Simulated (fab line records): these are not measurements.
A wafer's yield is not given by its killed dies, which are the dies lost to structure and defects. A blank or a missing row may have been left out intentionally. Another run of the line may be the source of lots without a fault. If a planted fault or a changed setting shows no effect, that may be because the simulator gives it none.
Check of tool commonality	flow sky130	Lots sampled 14, wafers sampled 42

WHAT PROMPTED THE OPENING
2 of 14 lots carry a flag on the reading SD_P_TW at SKY_SD_P_TW_MEAS_11. Fault-free wafers read 2811, with a standard deviation of 18.
Rule: a lot is flagged when every wafer of it that has a number lies more than 4 standard deviations from that mean, or none has a number. The other lots count as sound.

lot	measured	on	SD_P_TW, wafer by wafer	flag
L949	day 25 17:13	film_metro-01	2835 2830 2833	
L948	day 25 18:02	film_metro-03	2817 2794 2797	
L951	day 26 12:50	film_metro-03	2802 2808 2787	
L953	day 27 22:44	film_metro-03	2790 2788 2796	
L955	day 27 22:51	film_metro-03	2798 2783 2786	
L954	day 28 01:40	film_metro-02	30 30 30	FLAGGED
L956	day 28 08:56	film_metro-01	30 30 30	FLAGGED
L960	day 29 19:13	film_metro-03	2817 2816 2822	
L964	day 31 01:08	film_metro-01	2821 2809 2809	
L965	day 31 04:25	film_metro-02	2798 2820 2809	
L966	day 31 09:44	film_metro-02	2799 2813 2812	
L968	day 32 10:10	film_metro-02	2796 2785 2807	
L969	day 32 14:26	film_metro-02	2806 2797 2798	
L970	day 32 19:23	film_metro-02	2788 2803 2812	
Averaged over the flagged lots the numbers come to 30, -2781 from the usual (-99 or more standard deviations).

TOOL THAT RAN EACH LOT
2 process steps preceding the reading are held in the record, out of 708 steps in the route. Cell contents, in order: the tool; ch with the chambers the sampled wafers went through; the start.
lot	flag	SKY_SD_P_IMPLANT_09	SKY_SD_P_STRIP_10
L949		implanter-04 ch 0, day 25 16:59	plasma_asher-03 ch 0,1, day 25 17:07
L948		implanter-03 ch 0, day 25 17:47	plasma_asher-03 ch 0,1, day 25 17:56
L951		implanter-02 ch 0, day 26 12:35	plasma_asher-01 ch 0,1, day 26 12:44
L953		implanter-04 ch 0, day 27 22:31	plasma_asher-03 ch 0,1, day 27 22:39
L955		implanter-02 ch 0, day 27 22:38	plasma_asher-01 ch 0,1, day 27 22:46
L954	FLAGGED	implanter-03, day 28 01:25	plasma_asher-03 ch 0,1, day 28 01:34
L956	FLAGGED	implanter-03, day 28 08:42	plasma_asher-04 ch 1, day 28 08:50
L960		implanter-04 ch 0, day 29 18:58	plasma_asher-03 ch 0,1, day 29 19:07
L964		implanter-03 ch 0, day 31 00:55	plasma_asher-04 ch 0,1, day 31 01:02
L965		implanter-03 ch 0, day 31 04:10	plasma_asher-03 ch 0,1, day 31 04:19
L966		implanter-04 ch 0, day 31 09:31	plasma_asher-04 ch 0,1, day 31 09:38
L968		implanter-02 ch 0, day 32 09:55	plasma_asher-03 ch 0,1, day 32 10:04
L969		implanter-03 ch 0, day 32 14:13	plasma_asher-01 ch 0,1, day 32 14:21
L970		implanter-04 ch 0, day 32 19:08	plasma_asher-04 ch 0,1, day 32 19:17
What the steps here do:
- SKY_SD_P_IMPLANT_09
- SKY_SD_P_STRIP_10: strips in O2/N2.
- SKY_SD_P_TW_MEAS_11

FLAGGED OVER TOTAL, TOOL BY TOOL (the gauges that took the reading come last)
step	tool	lots run	flagged	share of the flagged lots	sound lots run after its first flagged lot
SKY_SD_P_IMPLANT_09	implanter-02	3	0	none	-
SKY_SD_P_IMPLANT_09	implanter-03	6	2	all	3 (L964,L965,L969)
SKY_SD_P_IMPLANT_09	implanter-04	5	0	none	-
SKY_SD_P_STRIP_10	plasma_asher-01	3	0	none	-
SKY_SD_P_STRIP_10	plasma_asher-03	7	1	some	3 (L960,L965,L968)
SKY_SD_P_STRIP_10	plasma_asher-04	4	1	some	3 (L964,L966,L970)
SKY_SD_P_TW_MEAS_11	film_metro-01	3	1	some	1 (L964)
SKY_SD_P_TW_MEAS_11	film_metro-02	6	1	some	5 (L965,L966,L968,L969,L970)
SKY_SD_P_TW_MEAS_11	film_metro-03	5	0	none	-

WHAT THE TABLE PERMITS
Rows of the table that ran each flagged lot: 1, that is implanter-03 at SKY_SD_P_IMPLANT_09.
- implanter-03 at SKY_SD_P_IMPLANT_09: 2 of its 6 lots flagged. Sound lots followed the first flagged one (L964, L965, L969) on it, something a lasting fault affecting the whole tool could not allow. On the flagged lots its readings are blank where sound lots have values: beam_energy_keV, beam_on_s.
Not one row of the table ran every flagged lot while running no sound lot after the first.

WHAT THE SIMULATOR HAD INSERTED
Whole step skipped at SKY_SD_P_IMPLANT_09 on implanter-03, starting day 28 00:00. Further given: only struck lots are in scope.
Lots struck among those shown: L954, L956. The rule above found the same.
